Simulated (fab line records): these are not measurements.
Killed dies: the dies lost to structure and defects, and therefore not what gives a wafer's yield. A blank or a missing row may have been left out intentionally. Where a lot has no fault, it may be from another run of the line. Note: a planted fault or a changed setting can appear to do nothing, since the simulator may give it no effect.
Which tool was responsible?    flow sfq line    14 lots (42 wafers sampled), 1 step of a 325-step route

== WHAT EACH GAUGE READ, for each wafer ==
The record holds no reading of a measuring or inspecting step that can be judged against a usual standard deviation.

== TOOL THAT RAN EACH LOT (tool first, then ch and the chambers of the sampled wafers, then the start) ==
lot   SFQ_TRILAYER_M5_BARC_OPEN_METAL_ETCH_161
L836  rie metal-03 ch 0, day 49 11:34
L837  rie metal-02 ch 0,1, day 49 12:42
L838  rie metal-02 ch 0,1, day 52 17:08
L839  rie metal-04 ch 0,1, day 52 18:20
L840  rie metal-04 ch 0,1, day 52 20:38
L842  rie metal-03 ch 0,1, day 52 23:01
L843  rie metal-04 ch 0,1, day 53 00:13
L845  rie metal-04 ch 0,1, day 53 14:00
L846  rie metal-04 ch 0,1, day 53 23:34
L849  rie metal-03 ch 0,1, day 55 09:52
L855  rie metal-02 ch 0,1, day 58 08:31
L856  rie metal-02 ch 0,1, day 64 02:52
L857  rie metal-03 ch 0, day 64 06:28
L858  rie metal-03 ch 0,1, day 64 13:40
- SFQ_TRILAYER_M5_BARC_OPEN_METAL_ETCH_161: etches BARC in O2, target depth 125 nm, time 41.7 s.

== WHAT THE TOOLS THEMSELVES READ (means of the sampled wafers that have a number; where no wafer has one, the mark that the record gives instead) ==
SFQ_TRILAYER_M5_BARC_OPEN_METAL_ETCH_161. Usual: drypump motor current A 5.6 A, standard deviation 0.4; oes product au 0.685 a.u., standard deviation 0.005; run length s 70.6 s, standard deviation 0.79.
lot   tool          drypump motor current A (A)  oes product au (a.u.)  run length s (s)  flag
L836  rie metal-03  6.2                          0.685                  70.7              
L837  rie metal-02  5.6                          0.690                  70.0              
L838  rie metal-02  5.7                          0.684                  73.1              OFF
L839  rie metal-04  5.7                          0.690                  70.5              
L840  rie metal-04  5.6                          0.684                  70.4              
L842  rie metal-03  5.7                          0.687                  70.5              
L843  rie metal-04  5.7                          0.685                  70.4              
L845  rie metal-04  5.6                          0.638                  77.5              OFF
L846  rie metal-04  5.6                          0.638                  77.8              OFF
L849  rie metal-03  5.7                          0.689                  70.6              
L855  rie metal-02  5.7                          0.689                  70.1              
L856  rie metal-02  5.7                          0.686                  70.1              
L857  rie metal-03  6.1                          0.686                  70.7              
L858  rie metal-03  5.7                          0.683                  70.5              

== THE ANSWER, worked out from the rows above alone ==
Rule: a lot is off if the mean of its wafers that have a number lies more than 3 standard deviations from the usual mean. Also off: a lot with no number at a reading for which 4 or more lots have one. The other lots that the step has rows for count as sound. The gauges are gone through in route order, then the tools' own readings, and for those a lot's mean is taken as printed above. The first step at which some lot is off is used, and at that step the reading that is off furthest; a lot without a number counts as furthest.
Off: L845, L846, at SFQ_TRILAYER_M5_BARC_OPEN_METAL_ETCH_161 (oes product au).
A tool fits if, at that step or a process step before it, it ran every lot that is off, and no sound lot after the first of them. One fits: SFQ_TRILAYER_M5_BARC_OPEN_METAL_ETCH_161 on rie metal-04. A fault onset in the window from L843 (day 53 00:13, its last sound lot) to L845 (day 53 14:00, its first lot off) fits.
The tool's own readings at SFQ_TRILAYER_M5_BARC_OPEN_METAL_ETCH_161 bear it out: on the lots that are off they differ by more than 5 times the standard deviation of the sound lots' means. oes product au reads 0.638 a.u. there against 0.686 a.u. on the sound lots; run length s reads 77.7 s there against 70.6 s on the sound lots.

== WHAT HAD BEEN PUT IN BY THE SIMULATOR ==
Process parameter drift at SFQ_TRILAYER_M5_BARC_OPEN_METAL_ETCH_161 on rie metal-04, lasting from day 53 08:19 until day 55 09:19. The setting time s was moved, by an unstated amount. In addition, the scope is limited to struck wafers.
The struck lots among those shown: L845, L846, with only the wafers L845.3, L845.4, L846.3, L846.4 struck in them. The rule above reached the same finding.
